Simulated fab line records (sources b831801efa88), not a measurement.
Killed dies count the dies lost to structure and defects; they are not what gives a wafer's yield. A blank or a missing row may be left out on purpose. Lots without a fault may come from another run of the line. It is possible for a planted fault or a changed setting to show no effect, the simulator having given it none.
Which tool was responsible? | flow sfq-line | 7 lots with 21 wafers sampled at 2 steps, on a route of 325 steps

## WHAT EACH GAUGE READ, for each wafer
SFQ_M2_RS_MEAS_914: a four-point-probe measurement.
lot  | measured     | on            | M2_NB_RS (ohm/sq)
L335 | day 17 08:30 | film-metro-01 | 0.897 0.896 0.894
L337 | day 18 02:20 | film-metro-03 | 0.881 0.881 0.888
L339 | day 18 17:32 | film-metro-02 | 0.887 0.895 0.891
L341 | day 19 09:08 | film-metro-01 | 0.890 0.894 0.903
L345 | day 21 11:29 | film-metro-02 | 0.892 0.879 0.888
L351 | day 23 15:25 | film-metro-02 | 0.879 0.878 0.879
L357 | day 26 13:19 | film-metro-01 | 0.874 0.872 0.871

## WHICH TOOL RAN EACH LOT (tool, then ch and the chambers of the sampled wafers, then the start)
lot  | SFQ_TRILAYER_M2_DEP_SPUTTER_055
L335 | pvd-sputter-06, day 17 08:21
L337 | pvd-sputter-04, day 18 02:15
L339 | pvd-sputter-04, day 18 17:25
L341 | pvd-sputter-06, day 19 09:00
L345 | pvd-sputter-06, day 21 11:24
L351 | pvd-sputter-06, day 23 15:20
L357 | pvd-sputter-06, day 26 13:13
- SFQ_TRILAYER_M2_DEP_SPUTTER_055: material Nb, target thk 200 nm, time 133.3 s.

## THE ANSWER, worked out from the rows above alone
Rule: usual is defined by the lots themselves. The widest of any qualifying gaps counts: lots, ordered by their means at a reading, are off when they make up no more than a third of the lots, leave a main group of 4 or more, and stand apart from it by 3 or more times the standard deviation of that group's means. The tables above print the reading to a certain number of digits; a main group whose means all agree to those digits is not used. A lot without any number at a reading at which 4 lots or more have one is off too. Any other lot the step has rows for is counted as sound.
Nothing can be told from this: no lot is off at any reading shown.

## WHAT THE SIMULATOR HAD INSERTED
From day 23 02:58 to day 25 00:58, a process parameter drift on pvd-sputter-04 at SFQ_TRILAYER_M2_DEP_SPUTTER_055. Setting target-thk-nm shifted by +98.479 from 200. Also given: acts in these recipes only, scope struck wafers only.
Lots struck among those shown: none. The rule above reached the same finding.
